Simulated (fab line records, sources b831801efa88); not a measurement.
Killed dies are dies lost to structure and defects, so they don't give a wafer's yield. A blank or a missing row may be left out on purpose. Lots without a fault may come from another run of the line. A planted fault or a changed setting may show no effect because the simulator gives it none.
Which tool did it? | flow gf180mcu | 10 lots, 30 wafers sampled, at 7 steps of a route of 602

WHAT THE GAUGES READ, wafer by wafer
GF_V2_RS_MEAS_24: measures by four-point-probe. Usual: V2_W_RS 0.3279 ohm/sq, standard deviation 0.003.
lot  | measured     | on            | V2_W_RS (ohm/sq)     | flag
L755 | day 20 04:17 | film_metro-01 | 0.3197 0.3220 0.3229 |
L756 | day 20 13:53 | film_metro-04 | 0.3285 0.3303 0.3323 |
L758 | day 21 11:25 | film_metro-04 | 0.3256 0.3326 0.3283 |
L761 | day 22 14:47 | film_metro-03 | 0.3285 0.3287 0.3260 |
L762 | day 23 00:44 | film_metro-03 | 0.3231 0.3288 0.3237 |
L763 | day 23 10:19 | film_metro-01 | 0.3218 0.2359 0.2407 | OFF
L764 | day 23 22:55 | film_metro-04 | 0.3257 0.2383 0.3264 | OFF
L772 | day 26 11:01 | film_metro-03 | 0.3280 0.3264 0.3255 |
L777 | day 27 19:01 | film_metro-04 | 0.3342 0.3290 0.3287 |
L778 | day 27 21:04 | film_metro-03 | 0.3263 0.3287 0.3316 |

GF_V2_THK_MEAS_25: measures by xrf. Usual: V2_W_THK 354 nm, standard deviation 4.1.
lot  | measured     | on            | V2_W_THK (nm) | flag
L755 | day 20 04:23 | film_metro-01 | 368 365 363   |
L756 | day 20 14:00 | film_metro-04 | 355 358 355   |
L758 | day 21 11:31 | film_metro-04 | 361 351 356   |
L761 | day 22 14:54 | film_metro-03 | 349 350 351   |
L762 | day 23 00:52 | film_metro-03 | 355 352 356   |
L763 | day 23 10:26 | film_metro-01 | 361 496 487   | OFF
L764 | day 23 23:01 | film_metro-04 | 358 491 356   | OFF
L772 | day 26 11:08 | film_metro-03 | 350 351 353   |
L777 | day 27 19:08 | film_metro-04 | 347 355 357   |
L778 | day 27 21:09 | film_metro-03 | 352 352 345   |

GF_V3_CD_MEAS_14: target cd 260 nm. Usual: cd_nm 259.7 nm, standard deviation 1.4.
lot  | measured     | on        | cd_nm (nm)        | flag
L755 | day 22 05:28 | cd_sem-01 | 259.8 259.5 259.7 |
L756 | day 22 15:07 | cd_sem-02 | 257.4 256.9 257.7 |
L758 | day 23 11:32 | cd_sem-01 | 260.8 260.0 259.3 |
L761 | day 24 14:14 | cd_sem-01 | 258.7 258.8 257.7 |
L762 | day 24 23:28 | cd_sem-01 | 260.4 261.2 259.9 |
L763 | day 25 08:25 | cd_sem-02 | 261.4 263.2 262.6 |
L764 | day 25 21:23 | cd_sem-02 | 259.7 258.8 259.0 |
L772 | day 28 04:56 | cd_sem-01 | 259.5 259.7 258.8 |
L777 | day 29 11:05 | cd_sem-02 | 258.5 259.5 261.4 |
L778 | day 29 13:43 | cd_sem-01 | 258.9 259.1 258.4 |

WHICH TOOL RAN EACH LOT (tool, then ch and the chambers of the sampled wafers, then the start)
lot  | GF_M2_STRIP_17                       | GF_V2_CVD_02                    | GF_V2_CVD_23                  | GF_V2_CMP_26
L755 | plasma_asher-04 ch 0,1, day 19 01:27 | pecvd-01 ch 0,1,2, day 19 02:14 | cvd_w-01 ch 1, day 20 04:09   | cmp-01 ch 0,3, day 20 04:29
L756 | plasma_asher-02 ch 0,1, day 19 11:29 | pecvd-02 ch 1,2, day 19 12:09   | cvd_w-02 ch 0,1, day 20 13:46 | cmp-02 ch 0,1,3, day 20 14:04
L758 | plasma_asher-04 ch 0,1, day 20 09:07 | pecvd-03 ch 0,1, day 20 10:08   | cvd_w-01 ch 0,1, day 21 11:18 | cmp-01 ch 0,3, day 21 11:34
L761 | plasma_asher-04 ch 0,1, day 21 13:09 | pecvd-02 ch 0,1,2, day 21 13:50 | cvd_w-01 ch 0,1, day 22 14:40 | cmp-01 ch 0,1,3, day 22 15:01
L762 | plasma_asher-02 ch 0, day 21 23:01   | pecvd-03 ch 0,1, day 21 23:43   | cvd_w-01 ch 0,1, day 23 00:38 | cmp-01 ch 0,2,3, day 23 00:55
L763 | plasma_asher-01 ch 0,1, day 22 09:00 | pecvd-03 ch 0,2, day 22 09:40   | cvd_w-01 ch 0,1, day 23 10:11 | cmp-01 ch 0,1, day 23 10:32
L764 | plasma_asher-04 ch 0,1, day 22 21:34 | pecvd-02 ch 0,1,2, day 22 22:14 | cvd_w-01 ch 0,1, day 23 22:48 | cmp-02 ch 0,2, day 23 23:07
L772 | plasma_asher-04 ch 0,1, day 25 12:02 | pecvd-02 ch 0,2, day 25 12:45   | cvd_w-02 ch 0,1, day 26 10:54 | cmp-02 ch 0,2,3, day 26 11:11
L777 | plasma_asher-02 ch 0,1, day 26 20:35 | pecvd-02 ch 0,1,2, day 26 21:18 | cvd_w-02 ch 0,1, day 27 18:53 | cmp-01 ch 2,3, day 27 19:11
L778 | plasma_asher-01 ch 0,1, day 26 22:54 | pecvd-03 ch 0,1,2, day 26 23:36 | cvd_w-02 ch 0,1, day 27 20:55 | cmp-01 ch 0,1,2, day 27 21:17
- GF_M2_STRIP_17: strips in O2/N2.
- GF_V2_CVD_02: deposits SiO2 from TEOS, target thk 850 nm, time 94.851 s.
- GF_V2_CVD_23: deposits W, target thk 350 nm, time 104.94 s.
- GF_V2_CMP_26: polishes, stops on SiO2, t overpolish 15 s, target thk 0 nm.

WHAT THE TOOLS THEMSELVES READ (means of the sampled wafers that have a number; where no wafer has one, the mark that the record gives instead)
GF_M2_STRIP_17. Usual: chamber_pressure_mTorr 1500.0 mTorr, standard deviation 1.3; drypump_motor_current_A 5.8 A, standard deviation 0.37; heater_power_w 317 W, standard deviation 39; oes_product_au 0.538 a.u., standard deviation 0.0048; strip_time_to_endpoint_s 7.39 s, standard deviation 0.042.
lot  | tool            | chamber_pressure_mTorr (mTorr) | drypump_motor_current_A (A) | heater_power_w (W) | oes_product_au (a.u.) | strip_time_to_endpoint_s (s) | flag
L755 | plasma_asher-04 | 1499.9                         | 6.2                         | 326                | 0.531                 | 7.36                         |
L756 | plasma_asher-02 | 1499.7                         | 5.7                         | 308                | 0.535                 | 7.38                         |
L758 | plasma_asher-04 | 1500.3                         | 6.0                         | 347                | 0.540                 | 7.41                         |
L761 | plasma_asher-04 | 1501.3                         | 5.9                         | 354                | 0.537                 | 7.39                         |
L762 | plasma_asher-02 | 1499.6                         | 6.2                         | 334                | 0.534                 | 7.42                         |
L763 | plasma_asher-01 | 1498.7                         | 5.4                         | 288                | 0.537                 | 7.44                         |
L764 | plasma_asher-04 | 1499.7                         | 6.0                         | 354                | 0.540                 | 7.42                         |
L772 | plasma_asher-04 | 1501.0                         | 6.0                         | 359                | 0.539                 | 7.38                         |
L777 | plasma_asher-02 | 1500.2                         | 6.0                         | 318                | 0.538                 | 7.34                         |
L778 | plasma_asher-01 | 1499.5                         | 5.4                         | 287                | 0.540                 | 7.41                         |

GF_V2_CVD_02. Usual: heater_power_w 704 W, standard deviation 120; susceptor_temp_C 399.99 C, standard deviation 0.24.
lot  | tool     | heater_power_w (W) | susceptor_temp_C (C) | flag
L755 | pecvd-01 | 678                | 400.17               |
L756 | pecvd-02 | 823                | 399.66               |
L758 | pecvd-03 | 692                | 400.17               |
L761 | pecvd-02 | 761                | 399.95               |
L762 | pecvd-03 | 678                | 399.88               |
L763 | pecvd-03 | 638                | 399.84               |
L764 | pecvd-02 | 790                | 400.03               |
L772 | pecvd-02 | 636                | 399.78               |
L777 | pecvd-02 | 745                | 400.23               |
L778 | pecvd-03 | 621                | 399.99               |

GF_V2_CVD_23. Usual: heater_power_w 769 W, standard deviation 92; susceptor_temp_C 400.06 C, standard deviation 0.25.
lot  | tool     | heater_power_w (W) | susceptor_temp_C (C) | flag
L755 | cvd_w-01 | 739                | 400.15               |
L756 | cvd_w-02 | 750                | 399.86               |
L758 | cvd_w-01 | 802                | 400.08               |
L761 | cvd_w-01 | 865                | 400.18               |
L762 | cvd_w-01 | 798                | 400.05               |
L763 | cvd_w-01 | 935                | 411.98               | OFF
L764 | cvd_w-01 | 841                | 406.10               | OFF
L772 | cvd_w-02 | 745                | 399.91               |
L777 | cvd_w-02 | 747                | 400.36               |
L778 | cvd_w-02 | 752                | 400.14               |

GF_V2_CMP_26. Usual: motor_current_A 10.9 A, standard deviation 0.9; time_to_endpoint_s 83.6 s, standard deviation 2.9.
lot  | tool   | motor_current_A (A) | time_to_endpoint_s (s) | flag
L755 | cmp-01 | 10.6                | 85.1                   |
L756 | cmp-02 | 10.7                | 82.2                   |
L758 | cmp-01 | 10.2                | 86.4                   |
L761 | cmp-01 | 10.1                | 85.1                   |
L762 | cmp-01 | 10.5                | 82.9                   |
L763 | cmp-01 | 10.3                | 100.6                  | OFF
L764 | cmp-02 | 11.5                | 91.7                   |
L772 | cmp-02 | 11.3                | 86.8                   |
L777 | cmp-01 | 10.9                | 81.4                   |
L778 | cmp-01 | 10.5                | 80.5                   |

THE ANSWER, worked out from the rows above alone
Rule: a lot is off if the mean of its wafers that have a number lies more than 3 standard deviations from the usual mean. A lot without any number at a reading at which 4 lots or more have one is off too. The other lots that the step has rows for count as sound. The gauges are gone through in route order, then the tools' own readings, and for those a lot's mean is taken as printed above. The first step at which some lot is off is used, and at that step the reading that is off furthest; a lot without a number counts as furthest.
Off: L763, L764, at GF_V2_RS_MEAS_24 (V2_W_RS).
A tool fits if, at a process step before that reading, it ran every lot that is off, and no sound lot after the first of them. The gauges at GF_V2_RS_MEAS_24 aren't tried: what is off there is off at GF_V2_CVD_23 too, on other tools, and a gauge's error can't cause that. One fits: cvd_w-01 at GF_V2_CVD_23. Its last sound lot is L762 (day 23 00:38), its first lot that is off L763 (day 23 10:11): a fault that began between those two fits.
The tool's own readings at GF_V2_CVD_23 bear it out: on the lots that are off they differ by more than 5 times the standard deviation of the sound lots' means. susceptor_temp_C reads 409.04 C there against 400.09 C on the sound lots.

WHAT THE SIMULATOR HAD PUT IN
Process parameter drift: cvd_w-01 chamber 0, from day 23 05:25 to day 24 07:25, at GF_V2_CVD_23. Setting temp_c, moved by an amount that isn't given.
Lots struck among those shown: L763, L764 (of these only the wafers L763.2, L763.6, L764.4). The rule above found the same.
